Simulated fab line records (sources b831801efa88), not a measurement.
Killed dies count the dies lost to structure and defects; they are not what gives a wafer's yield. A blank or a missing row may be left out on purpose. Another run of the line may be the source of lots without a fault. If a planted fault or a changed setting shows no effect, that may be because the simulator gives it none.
Which of the tools did it? | flow gf180mcu | Sampling: 14 lots, 42 wafers, 5 of 602 route steps

## WHAT THE GAUGES SHOWED, per wafer
GF_HV_LDD_TW_MEAS_38. Usual: for HV_LDD_3_TW the level is 1437 and the standard deviation is 14.
lot  | measured     | on            | HV_LDD_3_TW    | flag
L718 | day 12 10:38 | film_metro-01 | 1433 1427 1424 |
L719 | day 12 16:46 | film_metro-04 | 1463 1481 1471 |
L720 | day 13 02:13 | film_metro-04 | 1453 1461 1453 |
L722 | day 13 19:22 | film_metro-01 | 1429 1427 1429 |
L723 | day 14 03:46 | film_metro-01 | 1308 1302 1305 | OFF
L724 | day 14 11:34 | film_metro-02 | 1291 1300 1300 | OFF
L725 | day 14 21:22 | film_metro-01 | 1425 1426 1432 |
L727 | day 15 13:13 | film_metro-01 | 1424 1425 1431 |
L731 | day 17 02:28 | film_metro-04 | 1456 1441 1446 |
L732 | day 17 04:46 | film_metro-04 | 1453 1451 1454 |
L733 | day 17 09:10 | film_metro-04 | 1463 1459 1456 |
L736 | day 18 16:42 | film_metro-04 | 1443 1457 1445 |
L737 | day 19 05:31 | film_metro-01 | 1444 1445 1431 |
L738 | day 19 15:12 | film_metro-01 | 1441 1431 1431 |

GF_HV_LDD_RS_MEAS_53: measurement is done with a four-point probe. Usual: for HV_LDD_RS the level is 418.9 ohm/sq and the standard deviation is 0.93.
lot  | measured     | on            | HV_LDD_RS (ohm/sq) | flag
L718 | day 13 07:12 | film_metro-04 | 417.4 418.8 418.3  |
L719 | day 13 13:20 | film_metro-01 | 421.1 419.8 419.5  |
L720 | day 13 23:13 | film_metro-04 | 420.6 420.2 419.2  |
L722 | day 14 16:35 | film_metro-04 | 419.9 417.6 418.7  |
L723 | day 15 01:08 | film_metro-02 | 441.7 440.1 441.1  | OFF
L724 | day 15 09:47 | film_metro-02 | 438.9 438.8 439.5  | OFF
L725 | day 15 20:05 | film_metro-02 | 419.5 418.4 419.1  |
L727 | day 16 11:32 | film_metro-01 | 417.6 417.3 416.5  |
L731 | day 18 02:35 | film_metro-04 | 419.4 418.7 419.0  |
L732 | day 18 04:33 | film_metro-04 | 420.0 418.3 418.8  |
L733 | day 18 09:19 | film_metro-04 | 418.3 419.0 419.0  |
L736 | day 19 17:38 | film_metro-02 | 417.6 419.4 418.0  |
L737 | day 20 06:21 | film_metro-02 | 418.6 418.1 418.3  |
L738 | day 20 16:20 | film_metro-01 | 419.0 419.5 419.5  |

GF_V1_THK_MEAS_03. Usual: for V1_CVD_02_THK the level is 848 nm and the standard deviation is 9.9.
lot  | measured     | on            | V1_CVD_02_THK (nm) | flag
L718 | day 18 04:49 | film_metro-01 | 846 835 851        |
L719 | day 18 12:31 | film_metro-03 | 845 866 851        |
L720 | day 18 22:32 | film_metro-02 | 833 821 838        |
L722 | day 19 21:23 | film_metro-03 | 829 836 840        |
L725 | day 21 01:38 | film_metro-01 | 838 844 851        |
L727 | day 21 19:07 | film_metro-02 | 844 852 854        |
L731 | day 23 11:16 | film_metro-03 | 848 858 848        |
L732 | day 23 14:23 | film_metro-03 | 844 857 861        |
L733 | day 23 16:49 | film_metro-02 | 857 862 880        |
L736 | day 24 22:54 | film_metro-03 | 840 833 851        |
L737 | day 25 09:17 | film_metro-02 | 847 844 854        |
L738 | day 25 18:04 | film_metro-01 | 838 855 855        |

## WHAT TOOL EACH LOT RAN ON (gives the tool, then ch and the chambers of the sampled wafers, and finally the start)
lot  | GF_HV_LDD_IMPLANT_35            | GF_CONTACT_CVD_24
L718 | implanter-01 ch 0, day 12 10:14 | cvd_w-01 ch 0,1, day 17 03:43
L719 | implanter-01 ch 0, day 12 16:22 | cvd_w-02 ch 0,1, day 17 10:34
L720 | implanter-01 ch 0, day 13 01:50 | cvd_w-02 ch 1, day 17 20:52
L722 | implanter-02 ch 0, day 13 18:58 | cvd_w-02 ch 0,1, day 18 18:56
L723 | implanter-02, day 14 03:22      | -
L724 | implanter-01, day 14 11:10      | -
L725 | implanter-01 ch 0, day 14 20:58 | cvd_w-01 ch 0,1, day 19 23:41
L727 | implanter-03 ch 0, day 15 12:49 | cvd_w-02 ch 0,1, day 20 17:34
L731 | implanter-03 ch 0, day 17 02:04 | cvd_w-02 ch 0,1, day 22 10:53
L732 | implanter-02 ch 0, day 17 04:23 | cvd_w-02 ch 0,1, day 22 13:08
L733 | implanter-02 ch 0, day 17 08:47 | cvd_w-01 ch 0,1, day 22 15:53
L736 | implanter-02 ch 0, day 18 16:18 | cvd_w-02 ch 0,1, day 23 22:43
L737 | implanter-02 ch 0, day 19 05:08 | cvd_w-02 ch 0, day 24 11:01
L738 | implanter-01 ch 0, day 19 14:48 | cvd_w-02 ch 0,1, day 24 19:04
- GF_HV_LDD_IMPLANT_35
- GF_CONTACT_CVD_24: deposits W, target thk 300 nm, time 90.339 s.

## AS READ BY THE TOOLS THEMSELVES (means over the sampled wafers that have a number; for cases with no such wafer, the mark the record gives instead)
GF_HV_LDD_IMPLANT_35. Usual: beam_energy_keV 59.997, standard deviation 0.02; beam_on_s 10.02 s, standard deviation 0.2; tilt_deg 29.997 degrees, standard deviation 0.021.
lot  | tool         | beam_energy_keV | beam_on_s (s) | tilt_deg (degrees) | flag
L718 | implanter-01 | 59.979          | 9.93          | 29.993             |
L719 | implanter-01 | 59.972          | 9.93          | 30.007             |
L720 | implanter-01 | 60.002          | 10.02         | 29.991             |
L722 | implanter-02 | 59.999          | 10.10         | 29.994             |
L723 | implanter-02 | -               | -             | -                  | OFF
L724 | implanter-01 | -               | -             | -                  | OFF
L725 | implanter-01 | 60.002          | 9.91          | 30.008             |
L727 | implanter-03 | 60.025          | 10.15         | 29.984             |
L731 | implanter-03 | 60.025          | 9.96          | 30.005             |
L732 | implanter-02 | 59.969          | 10.01         | 30.005             |
L733 | implanter-02 | 60.008          | 9.73          | 29.979             |
L736 | implanter-02 | 59.993          | 10.06         | 30.016             |
L737 | implanter-02 | 60.007          | 10.08         | 29.999             |
L738 | implanter-01 | 59.993          | 10.13         | 29.976             |

GF_CONTACT_CVD_24. Usual: heater_power_outer_w 538 W, standard deviation 50; heater_power_w 899 W, standard deviation 66.
lot  | tool     | heater_power_outer_w (W) | heater_power_w (W) | flag
L718 | cvd_w-01 | 561                      | 893                |
L719 | cvd_w-02 | 527                      | 908                |
L720 | cvd_w-02 | 539                      | 928                |
L722 | cvd_w-02 | 501                      | 896                |
L725 | cvd_w-01 | 581                      | 890                |
L727 | cvd_w-02 | 530                      | 918                |
L731 | cvd_w-02 | 527                      | 916                |
L732 | cvd_w-02 | 511                      | 872                |
L733 | cvd_w-01 | 549                      | 855                |
L736 | cvd_w-02 | 529                      | 900                |
L737 | cvd_w-02 | 490                      | 871                |
L738 | cvd_w-02 | 511                      | 886                |

## THE ANSWER, worked out from the rows above alone
Rule: lot off if the mean of its wafers having a number is beyond 3 standard deviations from the usual mean. Also off: a lot with no number at a reading for which 4 or more lots have one. Where the step has rows for the other lots, those lots are counted as sound. First the gauges in route order, then the tools' own readings, where a lot's mean is used as printed above. The first step at which some lot is off is used, and at that step the reading that is off furthest; a lot without a number counts as furthest.
Off: L723, L724, at GF_HV_LDD_TW_MEAS_38 (HV_LDD_3_TW).
If a tool, at a process step before that reading, ran all the lots that are off and no sound lot after the first of them, it fits. The gauges at GF_HV_LDD_TW_MEAS_38 aren't tried: what is off there is off at GF_HV_LDD_IMPLANT_35 too, on other tools, and a gauge's error can't cause that. Not one of the candidates tried fits.

## WHAT THE SIMULATOR PUT IN
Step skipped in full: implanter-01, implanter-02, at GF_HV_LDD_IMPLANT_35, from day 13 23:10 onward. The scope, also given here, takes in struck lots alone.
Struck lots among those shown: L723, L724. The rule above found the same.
